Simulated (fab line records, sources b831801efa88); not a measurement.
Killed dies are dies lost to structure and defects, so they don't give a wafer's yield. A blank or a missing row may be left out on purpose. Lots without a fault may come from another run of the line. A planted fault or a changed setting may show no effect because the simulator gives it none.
Which tool did it? | flow gf180mcu | 14 lots, 42 wafers sampled, at 4 steps of a route of 602

WHAT THE GAUGES READ, wafer by wafer
GF_V4_OVL_MEAS_15. Usual: V4_OVL 0 nm, standard deviation 5.4.
lot  | measured     | on         | V4_OVL (nm) | flag
L310 | day 24 07:42 | overlay-01 | -1 -4 -1    |
L314 | day 25 16:53 | overlay-01 | -2 8 5      |
L316 | day 26 10:28 | overlay-02 | -5 0 0      |
L318 | day 27 02:47 | overlay-01 | 1 -1 -7     |
L319 | day 27 09:56 | overlay-02 | 6 -4 8      |
L320 | day 27 16:44 | overlay-01 | 2 6 5       |
L321 | day 28 08:44 | overlay-01 | 0 -2 0      |
L325 | day 29 12:56 | overlay-01 | 1 -3 0      |
L326 | day 29 20:40 | overlay-01 | 4 6 8       |
L328 | day 30 05:23 | overlay-02 | -1 -2 2     |
L330 | day 30 15:08 | overlay-02 | -8 -1 5     |
L331 | day 30 20:34 | overlay-02 | 1 6 -5      |
L332 | day 31 06:40 | overlay-02 | 5 0 -8      |
L333 | day 31 08:44 | overlay-02 | -12 -17 -7  |

GF_V4_RS_MEAS_24: measures by four-point-probe. Usual: V4_W_RS 0.326 ohm/sq, standard deviation 0.0046.
lot  | measured     | on            | V4_W_RS (ohm/sq)                          | flag
L310 | day 24 08:38 | film_metro-01 | 0.334 0.330 0.332                         |
L314 | day 25 17:52 | film_metro-02 | 0.326 0.334 0.329                         |
L316 | day 26 11:25 | film_metro-01 | 0.322 0.323 0.328                         |
L318 | day 27 03:47 | film_metro-04 | 0.320 0.325 0.320                         |
L319 | day 27 10:52 | film_metro-01 | 44.402 43.870 44.868 44.341 43.912 44.756 | OFF
L320 | day 27 17:39 | film_metro-04 | 43.852 44.980 45.358 43.822 45.002 45.329 | OFF
L321 | day 28 09:38 | film_metro-04 | 0.324 0.330 0.324                         |
L325 | day 29 13:54 | film_metro-02 | 0.322 0.322 0.325                         |
L326 | day 29 21:35 | film_metro-02 | 0.323 0.329 0.329                         |
L328 | day 30 06:18 | film_metro-02 | 0.322 0.325 0.322                         |
L330 | day 30 16:04 | film_metro-04 | 0.328 0.333 0.325                         |
L331 | day 30 21:28 | film_metro-04 | 0.329 0.328 0.330                         |
L332 | day 31 07:35 | film_metro-04 | 0.328 0.327 0.330                         |
L333 | day 31 09:39 | film_metro-02 | 0.327 0.324 0.335                         |

GF_V4_THK_MEAS_25: measures by xrf. Usual: V4_W_THK 344 nm, standard deviation 5.7.
lot  | measured     | on            | V4_W_THK (nm) | flag
L310 | day 24 08:44 | film_metro-01 | 338 340 339   |
L314 | day 25 17:59 | film_metro-02 | 347 337 344   |
L316 | day 26 11:31 | film_metro-01 | 350 351 342   |
L318 | day 27 03:55 | film_metro-04 | 347 342 347   |
L321 | day 28 09:46 | film_metro-04 | 343 336 343   |
L325 | day 29 14:01 | film_metro-02 | 353 353 352   |
L326 | day 29 21:41 | film_metro-02 | 351 345 345   |
L328 | day 30 06:25 | film_metro-02 | 352 351 354   |
L330 | day 30 16:10 | film_metro-04 | 337 334 342   |
L331 | day 30 21:35 | film_metro-04 | 340 339 335   |
L332 | day 31 07:42 | film_metro-04 | 342 342 338   |
L333 | day 31 09:46 | film_metro-02 | 349 352 338   |

WHICH TOOL RAN EACH LOT (tool, then ch and the chambers of the sampled wafers, then the start)
lot  | GF_V4_CVD_23
L310 | cvd_w-02 ch 0,1, day 24 08:31
L314 | cvd_w-01 ch 0,1, day 25 17:46
L316 | cvd_w-01 ch 0,1, day 26 11:17
L318 | cvd_w-01 ch 0,1, day 27 03:41
L319 | cvd_w-02 ch 0,1, day 27 10:44
L320 | cvd_w-01 ch 0,1, day 27 17:32
L321 | cvd_w-02 ch 0,1, day 28 09:32
L325 | cvd_w-01 ch 0, day 29 13:46
L326 | cvd_w-02 ch 0,1, day 29 21:27
L328 | cvd_w-01 ch 0,1, day 30 06:11
L330 | cvd_w-02 ch 0,1, day 30 15:56
L331 | cvd_w-02 ch 1, day 30 21:22
L332 | cvd_w-02 ch 0,1, day 31 07:28
L333 | cvd_w-01 ch 0,1, day 31 09:32
- GF_V4_CVD_23: deposits W, target thk 350 nm, time 104.9 s.

WHAT THE TOOLS THEMSELVES READ (means of the sampled wafers that have a number; where no wafer has one, the mark that the record gives instead)
GF_V4_CVD_23. Usual: chamber_pressure_Torr 40.00 Torr, standard deviation 0.088; heater_power_outer_w 507 W, standard deviation 34; heater_power_w 840 W, standard deviation 45.
lot  | tool     | chamber_pressure_Torr (Torr) | heater_power_outer_w (W) | heater_power_w (W) | flag
L310 | cvd_w-02 | 39.97                        | 524                      | 836                |
L314 | cvd_w-01 | 39.96                        | 485                      | 813                |
L316 | cvd_w-01 | 39.90                        | 488                      | 802                |
L318 | cvd_w-01 | 39.92                        | 503                      | 859                |
L319 | cvd_w-02 | -                            | -                        | -                  | OFF
L320 | cvd_w-01 | -                            | -                        | -                  | OFF
L321 | cvd_w-02 | 40.05                        | 519                      | 848                |
L325 | cvd_w-01 | 40.03                        | 472                      | 787                |
L326 | cvd_w-02 | 40.04                        | 501                      | 834                |
L328 | cvd_w-01 | 39.91                        | 520                      | 858                |
L330 | cvd_w-02 | 40.18                        | 501                      | 839                |
L331 | cvd_w-02 | 39.91                        | 541                      | 857                |
L332 | cvd_w-02 | 39.99                        | 535                      | 865                |
L333 | cvd_w-01 | 40.01                        | 516                      | 853                |

THE ANSWER, worked out from the rows above alone
Rule: a lot is off if the mean of its wafers that have a number lies more than 3 standard deviations from the usual mean. A lot without any number at a reading at which 4 lots or more have one is off too. The other lots that the step has rows for count as sound. The gauges are gone through in route order, then the tools' own readings, and for those a lot's mean is taken as printed above. The first step at which some lot is off is used, and at that step the reading that is off furthest; a lot without a number counts as furthest.
Off: L319, L320, at GF_V4_RS_MEAS_24 (V4_W_RS).
A tool fits if, at a process step before that reading, it ran every lot that is off, and no sound lot after the first of them. The gauges at GF_V4_RS_MEAS_24 aren't tried: what is off there is off at GF_V4_CVD_23 too, on other tools, and a gauge's error can't cause that. None of those tried fits.

WHAT THE SIMULATOR HAD PUT IN
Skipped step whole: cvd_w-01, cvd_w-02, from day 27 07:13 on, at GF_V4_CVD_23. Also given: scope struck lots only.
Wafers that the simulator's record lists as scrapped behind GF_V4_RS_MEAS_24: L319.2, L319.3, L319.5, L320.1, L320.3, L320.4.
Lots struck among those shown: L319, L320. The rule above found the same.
